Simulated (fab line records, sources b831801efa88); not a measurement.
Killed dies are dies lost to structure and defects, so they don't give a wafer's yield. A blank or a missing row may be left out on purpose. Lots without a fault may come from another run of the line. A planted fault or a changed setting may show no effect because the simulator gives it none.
Which tool did it? | flow sky130 | 6 lots, 18 wafers sampled, at 4 steps of a route of 708

WHAT THE GAUGES READ, wafer by wafer
SKY_LI_CONTACT_OVL_MEAS_13.
lot  | measured     | on         | LI_CONTACT_OVL (nm)
L215 | day 30 05:29 | overlay-02 | 4 8 -6
L218 | day 31 01:56 | overlay-01 | 7 9 4
L222 | day 32 09:22 | overlay-01 | 6 6 -2
L224 | day 32 18:53 | overlay-02 | 6 20 6
L227 | day 33 23:08 | overlay-02 | -3 8 8
L231 | day 34 16:31 | overlay-02 | 4 7 -1

WHICH TOOL RAN EACH LOT (tool, then ch and the chambers of the sampled wafers, then the start)
lot  | SKY_VT_ADJUST_HVTP_STRIP_10          | SKY_GATE_OXIDE_CLEAN_15         | SKY_LDD_LDN_STRIP_12
L215 | plasma_asher-03 ch 0,1, day 6 22:49  | wet_bench-03 ch 0, day 14 23:42 | plasma_asher-03 ch 0,1, day 24 01:43
L218 | plasma_asher-02 ch 0,1, day 7 13:11  | wet_bench-03 ch 2, day 15 15:30 | plasma_asher-04 ch 0,1, day 25 00:23
L222 | plasma_asher-03 ch 0,1, day 8 11:41  | wet_bench-03 ch 2, day 17 02:57 | plasma_asher-04 ch 0,1, day 26 08:42
L224 | plasma_asher-03 ch 0,1, day 8 20:08  | wet_bench-03 ch 2, day 17 11:44 | plasma_asher-01 ch 0,1, day 26 20:05
L227 | plasma_asher-03 ch 0,1, day 9 10:50  | wet_bench-04 ch 0, day 18 10:56 | plasma_asher-04 ch 0,1, day 27 17:23
L231 | plasma_asher-03 ch 0,1, day 10 12:08 | wet_bench-03 ch 3, day 19 22:10 | plasma_asher-03 ch 0,1, day 28 21:05
- SKY_VT_ADJUST_HVTP_STRIP_10: strips in O2/N2.
- SKY_GATE_OXIDE_CLEAN_15: cleans in SC1/SC2, time 150 s.
- SKY_LDD_LDN_STRIP_12: strips in O2/N2.

THE ANSWER, worked out from the rows above alone
Rule: what is usual is taken from the lots themselves. Put in order of their means at a reading, lots are off if they are a third of the lots or fewer, leave a main group of 4 or more, and stand apart from it by a gap of 3 or more times the standard deviation of the main group's means; of several such gaps the widest counts. A main group whose means are all the same, to the digits that the tables above print for the reading, isn't used. A lot without any number at a reading at which 4 lots or more have one is off too. The other lots that the step has rows for count as sound.
No lot is off at any reading shown: from this, nothing can be told.

WHAT THE SIMULATOR HAD PUT IN
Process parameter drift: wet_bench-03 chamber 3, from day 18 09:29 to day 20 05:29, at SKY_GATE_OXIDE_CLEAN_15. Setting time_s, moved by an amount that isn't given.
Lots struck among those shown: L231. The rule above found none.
